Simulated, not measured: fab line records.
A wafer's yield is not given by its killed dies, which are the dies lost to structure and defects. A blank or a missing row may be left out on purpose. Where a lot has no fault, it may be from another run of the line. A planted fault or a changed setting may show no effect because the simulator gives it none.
One fault seen from 2 desks -- flow sky130 -- numbers are kept per desk, each desk with only its own; the story behind them comes last

AT THE TOOL OWNER'S DESK: lpcvd-03
The tool's own readings at SKY_SONOS_ONO_CVD_04 (deposits SiO2 from SiH4/N2O, target thk 5.7199 nm): means of the sampled wafers that have a number, for each lot that ran on this tool. Marked OUT: a lot whose mean sits more than 4 standard deviations from the usual mean, which makes it out of limits; the brackets give that distance.
Columns: A = spike tc centre C at SKY_SONOS_ONO_CVD_04, usual 902.2 C; B = spike tc lower C at SKY_SONOS_ONO_CVD_04, usual 900.9 C; C = spike tc top C at SKY_SONOS_ONO_CVD_04, usual 911.8 C; D = spike tc upper C at SKY_SONOS_ONO_CVD_04, usual 900.5 C; E = susceptor temp C at SKY_SONOS_ONO_CVD_04, usual 900.0 C; F = zone power centre pct at SKY_SONOS_ONO_CVD_04, usual 18.8 %
lot,first seen here,A,B,C,D,E,F
L886,day 11 21:02,903.1,901.1,912.5,899.5,900.1,19.3
L887,day 13 02:40,901.1,899.9,911.0,901.4,900.1,17.6
L888,day 13 06:43,902.0,902.4,912.8,900.9,899.3,19.3
L890,day 13 21:35,900.6,899.3,911.5,900.9,900.6,17.7
L889,day 13 22:58,903.9,901.3,911.2,900.7,900.4,19.1
L891,day 14 02:35,902.8,902.1,911.3,899.9,899.4,19.2
L892,day 14 04:28,902.3,901.2,911.4,899.1,900.1,19.3
L893,day 14 10:26,902.9,902.2,911.4,900.8,900.1,19.1
L896,day 15 01:14,902.4,901.1,911.3,900.6,899.8,19.1
L897,day 15 17:05,900.9,899.1,911.8,901.2,899.7,17.8
L900,day 16 13:36,902.8,902.3,912.0,899.5,900.5,19.3
L901,day 16 17:59,911.2 (+6.4) OUT,910.3 (+6.7) OUT,919.9 (+8.1) OUT,908.1 (+6.9) OUT,908.7 (+21) OUT,19.6
This desk's finding: out of limits on L901; first on L901, day 16 17:59 (spike tc centre C at SKY_SONOS_ONO_CVD_04). In limits: L886, L887, L888, L890, L889, L891, L892, L893, L896, L897, L900.

METROLOGY DESK
What the gauges read, lot by lot, whatever tool the lot ran on: means of the sampled wafers that have a number. Marked OUT: a lot whose mean sits more than 4 standard deviations from the usual mean, which makes it out of limits; the brackets give that distance.
Columns: A = VT_ADJUST_HVTR_TW at SKY_VT_ADJUST_HVTR_TW_MEAS_11, usual 212.5; B = VT_ADJUST_PCH_OVL at SKY_VT_ADJUST_PCH_OVL_MEAS_07, usual 0.3 nm; C = SONOS_ONO_CVD_04_THK at SKY_SONOS_ONO_THK_MEAS_05, usual 5.69 nm; D = SONOS_ONO_OVL at SKY_SONOS_ONO_OVL_MEAS_14, usual -0.3 nm
lot,first seen here,A,B,C,D
L886,day 9 19:07,210.1,0.8,5.56,0.8
L887,day 10 22:39,214.0,-0.2,5.66,-0.9
L888,day 11 00:48,210.5,0.7,5.57,-1.0
L890,day 11 14:59,214.0,1.4,5.73,-1.0
L889,day 11 17:22,212.1,-0.5,5.59,-0.8
L891,day 11 20:51,213.4,1.0,5.76,-2.5
L892,day 11 21:40,212.6,1.3,5.73,2.1
L893,day 12 02:10,213.6,-0.6,5.77,-1.9
L896,day 12 18:17,210.8,-0.7,5.80,-1.4
L897,day 13 07:39,209.9,0.2,5.83,-1.3
L900,day 13 21:45,212.9,0.4,5.72,1.1
L901,day 14 06:11,211.3,-0.3,6.50 (+8.1) OUT,0.2
This desk's finding: out of limits on L901; first on L901, day 16 19:16 (SONOS_ONO_CVD_04_THK at SKY_SONOS_ONO_THK_MEAS_05). In limits: L886, L887, L888, L890, L889, L891, L892, L893, L896, L897, L900.

PUT TOGETHER
On L901, at day 16 17:59, an alarm was possible from the tool owner's desk.
An alarm was possible from the metrology desk at day 16 19:16, on L901.
SKY_SONOS_ONO_CVD_04 was run on lpcvd-03 by each of the lots named.

WHAT WAS PUT IN BY THE SIMULATOR
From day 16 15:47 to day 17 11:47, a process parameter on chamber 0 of lpcvd-03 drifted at SKY_SONOS_ONO_CVD_04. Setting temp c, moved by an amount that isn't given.
Lots struck among those shown: L901.
Counting hours from when the fault started, the first reading out of limits came at 2 for the tool owner's desk and at 3 for the metrology desk.
